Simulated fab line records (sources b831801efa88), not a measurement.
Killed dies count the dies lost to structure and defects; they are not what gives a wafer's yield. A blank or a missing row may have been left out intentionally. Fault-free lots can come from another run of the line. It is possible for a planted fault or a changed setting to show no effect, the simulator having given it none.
Which tool is to blame? ; flow sky130 ; 33 wafers from 11 lots sampled at 3 of the route's 708 steps

## WHAT THE GAUGES SHOWED, per wafer
SKY_SD_P_TW_MEAS_11.
lot;measured;on;SD_P_TW
L600;day 26 23:51;film_metro-02;2805 2797 2816
L602;day 27 22:20;film_metro-02;2810 2794 2800
L603;day 28 03:57;film_metro-03;2676 2682 2669 2681 2667 2683
L609;day 30 02:14;film_metro-03;2823 2842 2840
L610;day 30 06:53;film_metro-02;2793 2799 2797
L612;day 30 18:38;film_metro-02;2813 2806 2782
L615;day 31 23:05;film_metro-02;2783 2788 2787
L616;day 32 01:42;film_metro-03;2839 2828 2823
L617;day 32 18:16;film_metro-01;2811 2822 2827
L618;day 32 17:12;film_metro-02;2806 2807 2809
L619;day 32 23:16;film_metro-02;2797 2815 2806

## EACH LOT AND THE TOOL THAT RAN IT (in order: tool; ch and the chambers of the sampled wafers; start)
lot;SKY_SD_P_IMPLANT_09;SKY_SD_P_STRIP_10
L600;implanter-02 ch 0, day 26 23:37;plasma_asher-02 ch 0,1, day 26 23:44
L602;implanter-03 ch 0, day 27 22:05;plasma_asher-02 ch 0,1, day 27 22:14
L603;implanter-02 ch 0, day 28 03:43;plasma_asher-02 ch 1, day 28 03:50
L609;implanter-03 ch 0, day 30 01:59;plasma_asher-04 ch 0,1, day 30 02:08
L610;implanter-04 ch 0, day 30 06:40;plasma_asher-02 ch 0,1, day 30 06:47
L612;implanter-03 ch 0, day 30 18:23;plasma_asher-02 ch 0,1, day 30 18:32
L615;implanter-04 ch 0, day 31 22:50;plasma_asher-04 ch 0,1, day 31 22:59
L616;implanter-03 ch 0, day 32 01:28;plasma_asher-01 ch 0, day 32 01:35
L617;implanter-03 ch 0, day 32 18:02;plasma_asher-04 ch 0,1, day 32 18:10
L618;implanter-02 ch 0, day 32 16:58;plasma_asher-04 ch 0,1, day 32 17:05
L619;implanter-02 ch 0, day 32 23:02;plasma_asher-04 ch 0,1, day 32 23:10
- SKY_SD_P_IMPLANT_09
- SKY_SD_P_STRIP_10: strips in O2/N2.

## THE ANSWER, worked out from the rows above alone
Rule: the usual values come from the lots themselves. The widest of any qualifying gaps counts: lots, ordered by their means at a reading, are off when they make up no more than a third of the lots, leave a main group of 4 or more, and stand apart from it by 3 or more times the standard deviation of that group's means. The tables above print the reading to a certain number of digits; a main group whose means all agree to those digits is not used. A lot without any number at a reading at which 4 lots or more have one is off too. All remaining lots with rows at the step are treated as sound.
Off: L603, at SKY_SD_P_TW_MEAS_11 (SD_P_TW). The main group has a mean of 2809 with a standard deviation of 14.
A tool fits if, at a process step before that reading, it ran every lot that is off, and no sound lot after the first of them. Those tools and the gauges at SKY_SD_P_TW_MEAS_11 are tried in the same way. No candidate that was tried fits.

## WHAT THE SIMULATOR HAD PUT IN
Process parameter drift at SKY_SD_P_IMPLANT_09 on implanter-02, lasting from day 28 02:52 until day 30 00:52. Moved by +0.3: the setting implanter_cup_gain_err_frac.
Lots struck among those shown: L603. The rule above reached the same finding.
